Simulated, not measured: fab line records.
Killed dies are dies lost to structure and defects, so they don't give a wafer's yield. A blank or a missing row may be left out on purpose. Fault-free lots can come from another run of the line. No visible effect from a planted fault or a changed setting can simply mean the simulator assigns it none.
Chamber matching    flow sky130    SKY_VIA4_CMP_02 on cmp-01 has 4 sister chambers
The step polishes SiO2. 4 wafers are shown with their chamber, then 7 later ones without.

WAFERS PAIRED WITH THEIR CHAMBERS
wafer   chamber  motor-current-A (A)
L083.6  0        12.5
L088.1  1        11.4
L089.2  2        10.8
L089.5  3        16.3

WAFERS WHOSE CHAMBER IS MISSING
wafer   motor-current-A (A)
L089.6  11.7
L090.1  12.6
L090.2  11.5
L090.6  12.4
L097.2  11.9
L097.3  11.2
L097.4  11.8

THE CHAMBER EACH PASSED THROUGH
wafer    from the rows above       in truth
L089.6   can't be placed: 1 or 0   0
L090.1   0                         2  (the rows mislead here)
L090.2   1                         1
L090.6   0                         0
L097.2   can't be placed: 1 or 0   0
L097.3   can't be placed: 1 or 2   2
L097.4   can't be placed: 1 or 0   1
Placed correctly: 2 of 7. Cannot be placed on the basis of these rows: 4; the candidates contain the true chamber in 4. Wrongly placed: 1.
How it was worked out, from the rows above alone: a wafer's distance from a chamber is the root of the sum, over the readings, of the square of ((its reading less the chamber's mean) divided by the reading's scatter). If the next closest chamber is less than 2 further off than the closest, the wafer can't be placed; otherwise it belongs to the closest. A chamber's mean is the mean of its shown wafers. The scatter (one wafer shown for each chamber): square how far every hidden wafer sits from the nearest shown wafer, average those squares and take the square root.
